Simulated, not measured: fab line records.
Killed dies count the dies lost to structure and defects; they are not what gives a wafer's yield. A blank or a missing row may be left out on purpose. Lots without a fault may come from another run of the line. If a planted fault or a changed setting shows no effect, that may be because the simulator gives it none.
fab line records ; flow sky130
record: lots: 15; wafers: 45; lastDay: 50
route steps=708 shown FIELD_ISO@1 NWELL@60
lots untouched by any fault: they come from a run of this same line in which no faults occurred
startH: hours from the record's opening day to when the first of the lot's shown wafers began ; waitH: hours elapsed since this lot's preceding step ; " identical to the entry in the row above ; L1.1+2: several wafers, shown together as one row ; - no value, or no start was given ; * or withheld: withheld ; < > ~ a bound
route shown NAME@n: a module of which the file shows steps, and the number in the route of the first ; usual: mean/standard deviation taken from wafers without a fault ; same: alike in all rows ; chamber/n: place in a boat ; sites: the reading at each site ; _std_site: their standard deviation ; _edge_site: the outer-site mean with the inner-site mean subtracted ; radiusMm: for every site, how far away it sits from the centre of the wafer ; mask NAME#n: copy n ; behind: the last tool/chamber to shape the wafer ; hold: what put the lot on hold/how long, in hours/how the hold closed ; device: the transistor (n, p or np) that didn't switch ; end of line: the same wafers' tests at the end of the route ; step lacking rows: just its recipe ; killed: dies lost to structure and defects at the first sort, not the wafer's yield ; map: shows each die of a wafer: x if killed, . if not, _ if none is there
set.NAME: the run value of the setting; set.NAME@STEP: its run value at that earlier step ; model.NAME: the simulator's own value behind a step, which no gauge read
steps of the route over a sample of lots; a table a step, a row a wafer
services: when a tool's chamber went out of use (startH, in hours from the record's first day, below 0 if earlier), for how many hours, and the reason
== steps ==
step: SKY_FIELD_ISO_BOW_MEAS_00
recipe: mode: bow
usual: INCOMING_BOW: 1/6.7
lot.wafer;tool;chamber;startH;waitH;INCOMING_BOW[um]
L572.1;filmMetro-03;-;10.00;-;2
L572.2;filmMetro-03;-;10.00;-;4
L572.6;filmMetro-03;-;10.00;-;-3
L573.2;filmMetro-01;-;15.02;-;9
L573.4;filmMetro-01;-;15.02;-;-2
L573.5;filmMetro-01;-;15.02;-;10
L574.1;filmMetro-03;-;20.00;-;7
L574.5;filmMetro-03;-;20.00;-;-10
L574.6;filmMetro-03;-;20.00;-;-12
L575.2;filmMetro-04;-;25.02;-;3
L575.5;filmMetro-04;-;25.02;-;8
L575.6;filmMetro-04;-;25.02;-;-1
L577.2;filmMetro-04;-;35.02;-;0
L577.3;filmMetro-04;-;35.02;-;-5
L577.4;filmMetro-04;-;35.02;-;9
L579.1;filmMetro-04;-;45.00;-;9
L579.2;filmMetro-04;-;45.00;-;2
L579.6;filmMetro-04;-;45.00;-;8
L580.2;filmMetro-04;-;50.02;-;1
L580.4;filmMetro-04;-;50.02;-;8
L580.6;filmMetro-04;-;50.02;-;5
L581.2;filmMetro-03;-;55.02;-;-5
L581.4;filmMetro-03;-;55.02;-;4
L581.6;filmMetro-03;-;55.02;-;17
L582.2;filmMetro-03;-;60.02;-;-1
L582.4;filmMetro-03;-;60.02;-;-1
L582.6;filmMetro-03;-;60.02;-;5
L590.1;filmMetro-03;-;100.00;-;5
L590.3;filmMetro-03;-;100.00;-;-2
L590.4;filmMetro-03;-;100.00;-;-3
L591.4;filmMetro-01;-;105.06;-;3
L591.5;filmMetro-01;-;105.06;-;3
L591.6;filmMetro-01;-;105.06;-;-5
L592.2;filmMetro-01;-;110.02;-;-1
L592.4;filmMetro-01;-;110.02;-;4
L592.6;filmMetro-01;-;110.02;-;4
L593.3;filmMetro-03;-;115.04;-;7
L593.4;filmMetro-03;-;115.04;-;2
L593.5;filmMetro-03;-;115.04;-;-5
L594.4;filmMetro-01;-;120.06;-;-6
L594.5;filmMetro-01;-;120.06;-;5
L594.6;filmMetro-01;-;120.06;-;-1
L595.3;filmMetro-04;-;125.04;-;0
L595.4;filmMetro-04;-;125.04;-;-1
L595.5;filmMetro-04;-;125.04;-;1
step: SKY_FIELD_ISO_STRIP_16
recipe: chemistry: O2/N2; powerW: 1400; pressureMtorr: 1500; platenTempC: withheld; o2FlowSccm: 3000; n2FlowSccm: 300; overashFraction: 0.5
usual: drypumpMotorCurrentA: 5.7/0.33; oesProductAu: 0.378/0.0051; stripTimeToEndpointS: 3.55/0.033
lot.wafer;tool;chamber;startH;waitH;drypumpMotorCurrentA;oesProductAu;rfHoursCounterH;stripTimeToEndpointS
L572.1;plasmaAsher-03;0;30.08;0.0;5.6;0.375;34;3.53
L572.2;plasmaAsher-03;1;30.08;0.0;6.1;0.376;34;3.55
L572.6;plasmaAsher-03;0;30.08;0.0;5.6;0.386;-;3.51
L573.2;plasmaAsher-01;1;36.10;0.0;5.1;0.382;22;3.53
L573.4;plasmaAsher-01;1;36.10;0.0;5.1;0.371;-;3.51
L573.5;plasmaAsher-01;0;36.10;0.0;5.8;0.374;-;3.56
L574.1;plasmaAsher-02;0;39.33;0.0;5.5;0.379;37;3.54
L574.5;plasmaAsher-02;0;39.33;0.0;5.5;0.375;-;3.55
L574.6;plasmaAsher-02;1;39.33;0.0;6.2;0.382;-;3.51
L575.2;plasmaAsher-02;1;44.98;0.0;6.2;0.378;38;3.50
L575.5;plasmaAsher-02;0;44.98;0.0;5.5;0.377;-;3.59
L575.6;plasmaAsher-02;1;44.98;0.0;6.1;0.379;-;3.50
L577.2;plasmaAsher-01;1;55.48;0.0;5.2;0.378;24;3.51
L577.3;plasmaAsher-01;0;55.48;0.0;5.8;0.386;-;3.58
L577.4;plasmaAsher-01;1;55.48;0.0;5.1;0.378;-;3.50
L579.1;plasmaAsher-01;0;65.48;0.0;5.8;0.378;25;3.59
L579.2;plasmaAsher-01;1;65.48;0.0;5.2;0.372;25;3.50
L579.6;plasmaAsher-01;1;65.48;0.0;5.2;0.383;-;3.52
L580.2;plasmaAsher-02;1;70.06;0.0;6.1;0.375;40;3.57
L580.4;plasmaAsher-02;0;70.06;0.0;5.5;0.374;-;3.57
L580.6;plasmaAsher-02;0;70.06;0.0;5.5;0.377;-;3.51
L581.2;plasmaAsher-03;1;75.80;0.0;6.0;0.365;39;3.51
L581.4;plasmaAsher-03;1;75.80;0.0;6.0;0.379;-;3.57
L581.6;plasmaAsher-03;0;75.80;0.0;5.6;0.374;-;3.52
L582.2;plasmaAsher-01;0;80.08;0.0;5.8;0.381;26;3.57
L582.4;plasmaAsher-01;0;80.08;0.0;5.8;0.374;-;3.52
L582.6;plasmaAsher-01;0;80.08;0.0;5.8;0.375;-;3.59
L590.1;plasmaAsher-03;1;121.85;0.0;6.0;0.378;44;3.57
L590.3;plasmaAsher-03;0;121.85;0.0;5.6;0.373;-;3.54
L590.4;plasmaAsher-03;1;121.85;0.0;6.1;0.381;-;3.60
L591.4;plasmaAsher-03;1;126.96;0.1;6.0;0.380;-;3.57
L591.5;plasmaAsher-03;0;126.96;0.1;5.5;0.368;-;3.56
L591.6;plasmaAsher-03;1;126.96;0.1;6.0;0.379;-;3.59
L592.2;plasmaAsher-02;0;132.30;0.0;5.5;0.381;1;3.54
L592.4;plasmaAsher-02;0;132.30;0.0;5.5;0.377;-;3.51
L592.6;plasmaAsher-02;1;132.30;0.0;6.1;0.384;-;3.51
L593.3;plasmaAsher-03;1;138.64;0.1;6.1;0.373;-;3.50
L593.4;plasmaAsher-03;0;138.64;0.1;5.5;0.378;-;3.54
L593.5;plasmaAsher-03;0;138.64;0.1;5.5;0.382;-;3.57
L594.4;plasmaAsher-02;0;144.04;0.1;5.5;0.379;-;3.53
L594.5;plasmaAsher-02;0;144.04;0.1;5.5;0.385;-;3.56
L594.6;plasmaAsher-02;1;144.04;0.1;6.1;0.381;-;3.51
L595.3;plasmaAsher-03;1;150.86;0.1;6.0;0.376;-;3.50
L595.4;plasmaAsher-03;0;150.86;0.1;5.6;0.376;-;3.53
L595.5;plasmaAsher-03;1;150.86;0.1;6.1;0.386;-;3.59
step: SKY_FIELD_ISO_ETCH_17
recipe: targetDepthA: 3420; maskMaterial: Si3N4; chemistry: HBr/Cl2/O2; target: Si; taperDeg: 5; icpW: 600; biasW: 150; pressureMtorr: 15; HBr_flow_sccm: 150; Cl2_flow_sccm: 40; O2_flow_sccm: 6; timeS: 97.7
usual: drypumpMotorCurrentA: 5.8/0.39; oesProductAu: 1.002/0.01; throttleValvePct: 25.655/0.011
lot.wafer;tool;chamber;startH;waitH;drypumpMotorCurrentA;oesProductAu;rfHoursCounterH;throttleValvePct
L572.1;rieSi-01;2;30.18;0.1;5.4;0.988;27;25.659
L572.2;rieSi-01;0;30.18;0.1;6.0;1.015;157;25.647
L572.6;rieSi-01;2;30.18;0.1;5.4;0.985;-;25.665
L573.2;rieSi-01;2;36.20;0.1;5.4;0.979;27;25.682
L573.4;rieSi-01;0;36.20;0.1;6.0;1.009;157;25.647
L573.5;rieSi-01;0;36.20;0.1;5.9;0.995;-;25.656
L574.1;rieSi-02;0;39.43;0.1;6.3;1.006;0;25.660
L574.5;rieSi-02;0;39.43;0.1;6.2;1.012;-;25.646
L574.6;rieSi-02;3;39.43;0.1;6.0;1.023;-;25.643
L575.2;rieSi-02;3;45.08;0.1;6.0;1.012;37;25.634
L575.5;rieSi-02;1;45.08;0.1;5.6;0.997;-;25.663
L575.6;rieSi-02;0;45.08;0.1;6.2;1.004;-;25.672
L577.2;rieSi-01;1;55.58;0.1;6.5;1.009;111;25.654
L577.3;rieSi-01;2;55.58;0.1;5.4;0.995;27;25.656
L577.4;rieSi-01;2;55.58;0.1;5.4;0.995;-;25.660
L579.1;rieSi-02;1;65.58;0.1;5.6;0.988;23;25.653
L579.2;rieSi-02;0;65.58;0.1;6.3;1.005;0;25.660
L579.6;rieSi-02;3;65.58;0.1;5.9;1.017;-;25.641
L580.2;rieSi-02;2;70.16;0.1;5.4;1.003;1;25.646
L580.4;rieSi-02;3;70.16;0.1;6.0;1.013;-;25.655
L580.6;rieSi-02;0;70.16;0.1;6.3;0.999;-;25.673
L581.2;rieSi-01;0;75.90;0.1;6.0;1.002;0;25.654
L581.4;rieSi-01;2;75.90;0.1;5.4;0.991;27;25.674
L581.6;rieSi-01;3;75.90;0.1;5.4;0.997;-;25.658
L582.2;rieSi-02;2;80.18;0.1;5.4;1.008;1;25.646
L582.4;rieSi-02;0;80.18;0.1;6.3;1.005;1;25.665
L582.6;rieSi-02;2;80.18;0.1;5.4;1.011;-;25.665
L590.1;rieSi-02;0;121.95;0.1;6.3;1.007;1;25.630
L590.3;rieSi-02;2;121.95;0.1;5.5;0.999;1;25.649
L590.4;rieSi-02;3;121.95;0.1;6.0;1.016;38;25.641
L591.4;rieSi-01;1;127.03;0.0;6.5;0.989;112;25.662
L591.5;rieSi-01;0;127.03;0.0;5.9;0.992;-;25.654
L591.6;rieSi-01;1;127.03;0.0;6.5;0.999;-;25.651
L592.2;rieSi-02;0;132.40;0.1;6.3;1.002;1;25.659
L592.4;rieSi-02;3;132.40;0.1;6.0;1.023;38;25.655
L592.6;rieSi-02;3;132.40;0.1;6.0;1.016;-;25.632
L593.3;rieSi-01;3;138.71;0.0;5.4;1.013;100;25.640
L593.4;rieSi-01;2;138.71;0.0;5.4;1.002;28;25.651
L593.5;rieSi-01;0;138.71;0.0;5.9;1.018;-;25.651
L594.4;rieSi-01;0;144.11;0.0;6.0;1.003;1;25.651
L594.5;rieSi-01;2;144.11;0.0;5.4;0.990;-;25.671
L594.6;rieSi-01;1;144.11;0.0;6.5;0.998;-;25.654
L595.3;rieSi-02;2;150.93;0.0;5.4;1.009;1;25.637
L595.4;rieSi-02;0;150.93;0.0;6.3;1.001;1;25.669
L595.5;rieSi-02;0;150.93;0.0;6.3;1.010;-;25.654
step: SKY_NWELL_EXPOSE_07
recipe: maskId: NWM; na: 0.6; sourceShape: conventional; sigmaOuter: 0.6; polarization: unpolarized; targetCdNm: 840; doseMj: 255
usual: exposureDoseMJCm2: 255.02/0.24; focusOffsetNm: 0.0/0.48
lot.wafer;tool;chamber;startH;waitH;mask;exposureDoseMJCm2;focusOffsetNm
L572.1;ilineStepper-01;0;76.07;-;NWM#0;255.33;0.3
L572.2;ilineStepper-01;0;76.07;-;NWM#0;255.20;0.1
L572.6;ilineStepper-01;0;76.07;-;NWM#0;255.44;-0.3
L573.2;ilineStepper-02;0;83.56;-;NWM#0;254.98;-0.2
L573.4;ilineStepper-02;0;83.56;-;NWM#0;254.72;-0.6
L573.5;ilineStepper-02;0;83.56;-;NWM#0;255.02;-0.8
L574.1;ilineStepper-02;0;85.92;-;NWM#0;255.08;0.8
L574.5;ilineStepper-02;0;85.92;-;NWM#0;254.81;-0.4
L574.6;ilineStepper-02;0;85.92;-;NWM#0;255.28;-0.2
L575.2;ilineStepper-01;0;94.19;-;NWM#0;254.81;-0.4
L575.5;ilineStepper-01;0;94.19;-;NWM#0;255.03;-0.7
L575.6;ilineStepper-01;0;94.19;-;NWM#0;254.89;0.3
L577.2;ilineStepper-01;0;105.46;-;NWM#0;254.92;-0.3
L577.3;ilineStepper-01;0;105.46;-;NWM#0;255.33;-0.7
L577.4;ilineStepper-01;0;105.46;-;NWM#0;254.93;-0.2
L579.1;ilineStepper-01;0;116.42;-;NWM#0;255.10;-0.3
L579.2;ilineStepper-01;0;116.42;-;NWM#0;255.21;0.4
L579.6;ilineStepper-01;0;116.42;-;NWM#0;255.02;-0.1
L580.2;ilineStepper-01;-;125.86;-;NWM#0;-;-
L580.4;ilineStepper-01;-;125.86;-;NWM#0;-;-
L580.6;ilineStepper-01;-;125.86;-;NWM#0;-;-
L581.2;ilineStepper-02;-;130.44;-;NWM#0;-;-
L581.4;ilineStepper-02;-;130.44;-;NWM#0;-;-
L581.6;ilineStepper-02;-;130.44;-;NWM#0;-;-
L582.2;ilineStepper-01;-;134.04;-;NWM#0;-;-
L582.4;ilineStepper-01;-;134.04;-;NWM#0;-;-
L582.6;ilineStepper-01;-;134.04;-;NWM#0;-;-
L590.1;ilineStepper-01;0;177.39;-;NWM#0;255.26;0.1
L590.3;ilineStepper-01;0;177.39;-;NWM#0;255.31;-0.1
L590.4;ilineStepper-01;0;177.39;-;NWM#0;255.14;0.3
L591.4;ilineStepper-02;0;184.45;-;NWM#0;254.94;0.0
L591.5;ilineStepper-02;0;184.45;-;NWM#0;255.17;0.1
L591.6;ilineStepper-02;0;184.45;-;NWM#0;255.42;0.4
L592.2;ilineStepper-01;0;189.66;-;NWM#0;255.15;0.2
L592.4;ilineStepper-01;0;189.66;-;NWM#0;255.15;0.5
L592.6;ilineStepper-01;0;189.66;-;NWM#0;255.08;0.2
L593.3;ilineStepper-01;0;197.23;-;NWM#0;254.83;0.0
L593.4;ilineStepper-01;0;197.23;-;NWM#0;255.01;0.3
L593.5;ilineStepper-01;0;197.23;-;NWM#0;254.78;0.0
L594.4;ilineStepper-02;0;200.85;-;NWM#0;254.94;0.1
L594.5;ilineStepper-02;0;200.85;-;NWM#0;255.18;0.1
L594.6;ilineStepper-02;0;200.85;-;NWM#0;255.22;1.0
L595.3;ilineStepper-02;0;210.18;-;NWM#0;254.73;-0.7
L595.4;ilineStepper-02;0;210.18;-;NWM#0;255.04;-0.5
L595.5;ilineStepper-02;0;210.18;-;NWM#0;254.72;-0.6
== services ==
tool;chamber;startH;hours;kind
ilineStepper-01;-;35.79;2.1;pm
ilineStepper-01;-;37.87;-;consumableReplace:lamp
plasmaAsher-01;-;41.45;6.2;repair
ilineStepper-01;0;42.57;-;calibration
rieSi-01;0;49.43;-;clean
rieSi-01;0;49.43;19.5;scheduledDown
rieSi-01;0;49.43;19.5;ventCycle
rieSi-02;1;67.84;10.9;repair
rieSi-01;-;69.45;0.2;repair
ilineStepper-02;-;78.26;1.7;pm
plasmaAsher-02;-;108.75;9.0;pm
plasmaAsher-03;-;122.20;0.8;repair
plasmaAsher-01;-;133.71;17.2;pm
ilineStepper-01;-;142.55;1.7;pm
ilineStepper-02;-;155.10;2.3;repair
ilineStepper-02;-;158.07;0.5;repair
plasmaAsher-02;-;158.44;6.1;repair
plasmaAsher-02;-;159.31;2.5;repair
rieSi-02;3;165.05;21.2;repair
rieSi-02;-;180.79;2.8;pm
rieSi-01;2;194.06;1.0;repair
plasmaAsher-02;-;203.66;2.8;pm
rieSi-02;3;208.00;4.3;repair
rieSi-02;-;209.15;0.3;repair
== key ==
firstSign: step: SKY_NWELL_EXPOSE_07; reading: toolRecord; direction: missing
effect none on later readings
metAt SKY_NWELL_EXPOSE_07
struckLots L580,L581,L582
sortLeftOut L580.2,L580.4,L580.6,L581.2,L581.4,L581.6,L582.2,L582.4,L582.6
testerLeftOut L580,L581,L582
notActingAt SKY_FIELD_ISO_BOW_MEAS_00,SKY_FIELD_ISO_STRIP_16,SKY_FIELD_ISO_ETCH_17
onsetBetween 116.42 125.86
fault: kind: skippedStepWhole; tool: ilineStepper-01,ilineStepper-02; chamber: -; onsetH: 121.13; steps: SKY_NWELL_EXPOSE_07; scope: struckLotsOnly
testerLeftOut: of these lots the tester's yield and bins aren't shown, on N5 and GAA mostly nor the transistor test; their killed dies are dies lost to structure and defects alone, not to doping, threshold or leakage, so they don't give the yield
sortLeftOut: the simulated sort isn't trusted on such a fault, so these wafers' sort isn't shown, and their yield isn't known
